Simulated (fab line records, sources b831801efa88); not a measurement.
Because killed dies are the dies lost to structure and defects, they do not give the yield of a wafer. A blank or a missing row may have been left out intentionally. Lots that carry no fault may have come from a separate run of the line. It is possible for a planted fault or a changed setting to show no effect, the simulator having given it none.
Which tool did it? ; flow gf180mcu ; Sampling: 12 lots, 36 wafers, 5 of 602 route steps

## WHAT EACH GAUGE READ, for each wafer
GF_M3_CD_MEAS_14: the cd target is 280 nm. Usual: cd-nm 279.9 nm, standard deviation 1.1.
lot;measured;on;cd-nm (nm);flag
L325;day 22 00:58;cd-sem-01;278.6 279.1 280.0;
L326;day 22 08:23;cd-sem-02;277.8 278.9 278.6;
L328;day 22 20:58;cd-sem-02;280.5 282.3 282.6;
L330;day 24 01:12;cd-sem-02;279.0 280.8 280.4;
L331;day 24 05:48;cd-sem-01;280.2 279.7 280.4;
L332;day 24 07:10;cd-sem-01;279.2 279.2 278.6;
L334;day 25 06:49;cd-sem-02;280.1 280.8 283.0;
L335;day 25 09:28;cd-sem-02;277.9 280.2 279.8;
L336;day 25 16:52;cd-sem-01;278.2 279.5 279.5;
L337;day 26 01:16;cd-sem-01;279.7 279.9 279.8;
L341;day 27 05:25;cd-sem-01;281.5 280.0 280.9;
L342;day 27 16:37;cd-sem-02;281.5 281.1 281.0;

GF_V3_THK_MEAS_03. Usual: for V3_CVD_02_THK the level is 847 nm and the standard deviation is 10.
lot;measured;on;V3_CVD_02_THK (nm);flag
L325;day 22 02:09;film-metro-03;843 854 861;
L326;day 22 09:32;film-metro-03;836 840 846;
L328;day 22 21:59;film-metro-02;837 861 863;
L330;day 24 02:15;film-metro-02;835 833 854;
L331;day 24 06:51;film-metro-02;838 838 843;
L332;day 24 08:21;film-metro-03;839 859 858;
L334;day 25 07:54;film-metro-03;834 834 847;
L335;day 25 10:31;film-metro-01;834 831 842;
L336;day 25 17:54;film-metro-01;836 848 847;
L337;day 26 02:20;film-metro-01;839 856 858;
L341;day 27 06:26;film-metro-02;1000 1002 1013;OFF
L342;day 27 17:38;film-metro-03;1002 1003 1017;OFF

GF_V3_CD_MEAS_14: the cd target is 260 nm. Usual: cd-nm 260.3 nm, standard deviation 1.1.
lot;measured;on;cd-nm (nm);flag
L325;day 23 02:02;cd-sem-02;260.9 261.1 260.5;
L326;day 23 08:55;cd-sem-01;260.9 260.3 261.0;
L328;day 23 21:14;cd-sem-01;260.6 259.7 260.7;
L330;day 25 00:44;cd-sem-02;259.0 259.2 259.6;
L331;day 25 05:16;cd-sem-01;259.5 259.4 258.9;
L332;day 25 06:09;cd-sem-02;260.2 260.1 260.3;
L334;day 26 05:29;cd-sem-02;260.1 258.2 259.0;
L335;day 26 07:05;cd-sem-02;260.1 261.2 260.7;
L336;day 26 15:22;cd-sem-02;260.7 259.8 259.7;
L337;day 26 23:04;cd-sem-01;261.0 260.7 259.9;
L341;day 28 02:48;cd-sem-01;260.8 261.2 261.3;
L342;day 28 13:35;cd-sem-02;261.4 260.2 261.1;

## TOOL THAT RAN EACH LOT (tool first, then ch and the chambers of the sampled wafers, then the start)
lot;GF_V3_CVD_02;GF_V3_CMP_04
L325;pecvd-02 ch 0,1,2, day 22 02:05;cmp-01 ch 0,1,3, day 22 02:16
L326;pecvd-04 ch 0,1,2, day 22 09:27;cmp-02 ch 1,2, day 22 09:35
L328;pecvd-04 ch 0,1,2, day 22 21:55;cmp-01 ch 2,3, day 22 22:06
L330;pecvd-04 ch 0,1, day 24 02:11;cmp-01 ch 0,2,3, day 24 02:25
L331;pecvd-02 ch 0,2, day 24 06:47;cmp-01 ch 0,2,3, day 24 06:55
L332;pecvd-02 ch 0,2, day 24 08:17;cmp-02 ch 0,1, day 24 08:25
L334;pecvd-04 ch 0,1, day 25 07:49;cmp-01 ch 0,2, day 25 07:57
L335;pecvd-03 ch 1,2, day 25 10:26;cmp-02 ch 1,2,3, day 25 10:34
L336;pecvd-04 ch 1,2, day 25 17:50;cmp-01 ch 0,3, day 25 18:08
L337;pecvd-03 ch 1,2, day 26 02:16;cmp-01 ch 1,2, day 26 02:25
L341;pecvd-04 ch 0,2, day 27 06:22;cmp-02 ch 0,1,3, day 27 07:11
L342;pecvd-04 ch 0,1,2, day 27 17:34;cmp-02 ch 0,2,3, day 27 17:56
- GF_V3_CVD_02: deposits SiO2 from TEOS, target thk 850 nm, time 94.851 s.
- GF_V3_CMP_04: polishes SiO2.

## WHAT THE TOOLS THEMSELVES READ (means of the sampled wafers that have a number; where no wafer has one, the mark that the record gives instead)
GF_V3_CVD_02. Usual: heater-power-w 620 W, standard deviation 98; run-length-s 122.7 s, standard deviation 0.62.
lot;tool;heater-power-w (W);run-length-s (s);flag
L325;pecvd-02;709;122.7;
L326;pecvd-04;589;123.1;
L328;pecvd-04;568;123.0;
L330;pecvd-04;570;123.1;
L331;pecvd-02;710;123.2;
L332;pecvd-02;664;123.4;
L334;pecvd-04;538;123.4;
L335;pecvd-03;639;122.1;
L336;pecvd-04;545;123.0;
L337;pecvd-03;622;122.5;
L341;pecvd-04;561;140.6;OFF
L342;pecvd-04;565;141.0;OFF

GF_V3_CMP_04. Usual: edge-zone-pressure-frac 1.000, standard deviation 0.0055; motor-current-A 12.7 A, standard deviation 1.1; time-to-endpoint-s 79 s, standard deviation 6.4.
lot;tool;edge-zone-pressure-frac;motor-current-A (A);time-to-endpoint-s (s);flag
L325;cmp-01;1.004;12.6;84;
L326;cmp-02;0.998;14.1;73;
L328;cmp-01;0.997;11.7;87;
L330;cmp-01;0.998;11.9;80;
L331;cmp-01;0.996;12.2;81;
L332;cmp-02;1.000;12.9;78;
L334;cmp-01;0.994;12.1;71;
L335;cmp-02;1.002;13.3;73;
L336;cmp-01;0.999;12.0;72;
L337;cmp-01;0.994;12.0;79;
L341;cmp-02;0.999;13.2;134;OFF
L342;cmp-02;0.999;12.7;139;OFF

## THE ANSWER, worked out from the rows above alone
Rule: a lot counts as off when the mean over its wafers that have a number is more than 3 standard deviations away from the usual mean. A lot without any number at a reading at which 4 lots or more have one is off too. All remaining lots with rows at the step are treated as sound. After the gauges, taken in route order, come the tools' own readings; for these a lot's mean is taken, as printed above. At the first step where some lot is off, the reading lying furthest off is the one used; lots without a number count as furthest.
Off: at GF_V3_THK_MEAS_03 (V3_CVD_02_THK), L341, L342.
A tool fits if, at a process step before that reading, it ran every lot that is off, and no sound lot after the first of them. The gauges at GF_V3_THK_MEAS_03 aren't tried: what is off there is off at GF_V3_CVD_02 too, on other tools, and a gauge's error can't cause that. One candidate fits, namely pecvd-04 at GF_V3_CVD_02. A fault onset in the window from L336 (day 25 17:50, its last sound lot) to L341 (day 27 06:22, its first lot off) fits.
The tool's own readings at GF_V3_CVD_02 bear it out: on the lots that are off they differ by more than 5 times the standard deviation of the sound lots' means. run-length-s reads 140.8 s there against 123.0 s on the sound lots.

## WHAT THE SIMULATOR HAD INSERTED
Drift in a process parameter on pecvd-04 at GF_V3_CVD_02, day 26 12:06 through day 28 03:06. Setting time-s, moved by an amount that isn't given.
Struck lots among those shown: L341, L342. The rule above reached the same finding.
